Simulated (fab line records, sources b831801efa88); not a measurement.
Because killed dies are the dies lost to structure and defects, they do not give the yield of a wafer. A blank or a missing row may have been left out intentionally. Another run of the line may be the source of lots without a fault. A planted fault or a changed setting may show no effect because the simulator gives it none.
Problem report in the 8D (eight disciplines) form, filled by code    flow sky130    the parts of the form that need people (team, actions taken, sign-off) are left out

== 1. WHAT IS WRONG ==
Across 3 wafers from 2 lots, METAL2_ALCU_RS at SKY_METAL2_RS_MEAS_05 averages 0.0780 ohm/sq, while fault-free wafers read 0.1269 ohm/sq with a standard deviation of 0.0014. Measured from the usual mean, that is -35 standard deviations.
The step: measures by four-point-probe.
Earliest sighting: wafer L103.1 on film metro-01 at day 38 00:51. Wafers with a number at this step in the record: 42, from 14 lots. Rule for "out" (also "out of limits"): further than 4 standard deviations from the usual mean. The rest of the wafers with a number are treated as sound.

== 2. WHAT IT IS AND WHAT IT IS NOT ==
question                     is                            is not
which readings at this step  METAL2_ALCU_RS                -
which lots                   L103, L107                    L109, L110, L111, L112, L113, L114, L991, L993, L995, L997, L998, L999
which wafers of those lots   L103.1, L107.1, L107.2        L103.4, L103.5, L107.3
read on which gauges         film metro-01, film metro-02  film metro-04
when                         from day 38 00:51             up to then (20 sound wafers); but 19 sound wafers of L107, L109, L110, L111, L112, L113, L114 came after

== 3. SUSPECTS, AND WHAT RULES EACH OUT ==
Counting: any tool at a process step up to the reading remains a suspect provided it ran every lot that is out. Sound lots after the first of them don't rule it out here, since some wafers of a struck lot are sound.
- ruled out: the gauge at SKY_METAL2_RS_MEAS_05. Those wafers that are out were read across 2 gauges (film metro-01, film metro-02).
- pvd sputter-03 at SKY_METAL2_SPUTTER_02 (material AlCu, target thk 250 nm, time 13.3 s): kept. It processed each lot that is out (first: L103, day 38 00:40); up to then, its last sound lot is L991 (day 33 20:45).
The count leaves pvd sputter-03 at SKY_METAL2_SPUTTER_02.

== 4. THE CAUSE (what the simulator had put in) ==
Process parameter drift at SKY_METAL2_SPUTTER_02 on pvd sputter-03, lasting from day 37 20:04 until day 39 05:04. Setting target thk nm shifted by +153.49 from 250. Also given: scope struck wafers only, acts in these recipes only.
Only this tool survived the counting.

== 5. SEQUENCE OF EFFECTS, ordered by route ==
One row per reading whose mean, taken over the struck wafers that have a number, lies over 3 standard deviations from the usual. Only readings for which the record gives a usual standard deviation are gone through. hours: the time from each lot's start at the first step in this table that gives one to its start at this step, as a median over the lots. sigmas: the change in usual standard deviations.
hours  step                      reading          usual          on struck wafers  change   sigmas
0      SKY_METAL2_RS_MEAS_05     METAL2_ALCU_RS   0.1269 ohm/sq  0.0780            -0.0489  -35
0      SKY_METAL2_THK_MEAS_06    METAL2_ALCU_THK  249.3 nm       399.1             +149.8   +54
25     SKY_METAL2_METAL_ETCH_19  oes product au   0.854 a.u.     0.995             +0.141   +25
Its process steps:
- SKY_METAL2_METAL_ETCH_19: etches the open film in Cl2/BCl3, stops on SiO2, target depth 360 nm, time 78 s.

== 6. HOW IT WOULD HAVE BEEN CAUGHT EARLIER ==
In this record the first reading out of limits at a measuring or inspecting step was taken at day 38 00:51, 5 hours after the fault began at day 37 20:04.
An alarm limit of 4 standard deviations would not have fired on the tool readings at SKY_METAL2_SPUTTER_02 for which the record gives a usual standard deviation, since none of them was out on any struck wafer.
Of the lots that are out (2), L107 began SKY_METAL2_SPUTTER_02 on pvd sputter-03 after day 38 00:51. Putting the tool on hold at that point would have spared it.
